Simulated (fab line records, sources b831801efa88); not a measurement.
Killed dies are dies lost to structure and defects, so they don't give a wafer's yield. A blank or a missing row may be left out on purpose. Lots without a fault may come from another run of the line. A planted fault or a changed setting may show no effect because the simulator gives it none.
One fault seen from 2 desks | flow gf180mcu | each desk has only its own numbers; what lay behind them comes last

THE TOOL OWNER'S DESK: krf_scanner-02
The tool's own readings at GF_CONTACT_EXPOSE_11 (exposes mask Contact, target cd 220 nm): means of the sampled wafers that have a number, for each lot that ran on this tool. A lot is out of limits, marked OUT, if its mean lies more than 4 standard deviations from the usual mean; the brackets give that distance.
Columns: A = reticle_temp_C at GF_CONTACT_EXPOSE_11, usual 22.99 C
lot  | first seen here | A
L741 | day 15 23:26    | 23.00
L743 | day 17 00:24    | 23.08
L744 | day 17 07:25    | 23.05
L749 | day 18 21:19    | 22.99
L751 | day 19 18:57    | 22.99
L753 | day 20 14:33    | 22.95
L754 | day 20 22:19    | 23.02
L759 | day 22 10:07    | 23.03
This desk's finding: nothing out of limits on any of the 8 lots.

THE METROLOGY DESK
What the gauges read, lot by lot, whatever tool the lot ran on: means of the sampled wafers that have a number. A lot is out of limits, marked OUT, if its mean lies more than 4 standard deviations from the usual mean; the brackets give that distance.
Columns: A = cd_nm at GF_CONTACT_CD_MEAS_14, usual 220.5 nm
lot  | first seen here | A
L741 | day 16 10:59    | 218.2
L743 | day 17 12:02    | 219.9
L744 | day 17 18:37    | 220.3
L746 | day 18 05:49    | 219.8
L747 | day 18 18:17    | 220.6
L748 | day 19 02:35    | 222.9
L749 | day 19 09:27    | 220.0
L751 | day 20 07:05    | 220.1
L752 | day 20 11:44    | 221.3
L753 | day 21 02:41    | 219.4
L754 | day 21 10:08    | 217.5
L759 | day 22 21:13    | 217.6
L763 | day 24 03:55    | 223.4
This desk's finding: nothing out of limits on any of the 13 lots.

PUT TOGETHER
The tool owner's desk saw nothing out of limits.
The metrology desk saw nothing out of limits.

WHAT THE SIMULATOR HAD PUT IN
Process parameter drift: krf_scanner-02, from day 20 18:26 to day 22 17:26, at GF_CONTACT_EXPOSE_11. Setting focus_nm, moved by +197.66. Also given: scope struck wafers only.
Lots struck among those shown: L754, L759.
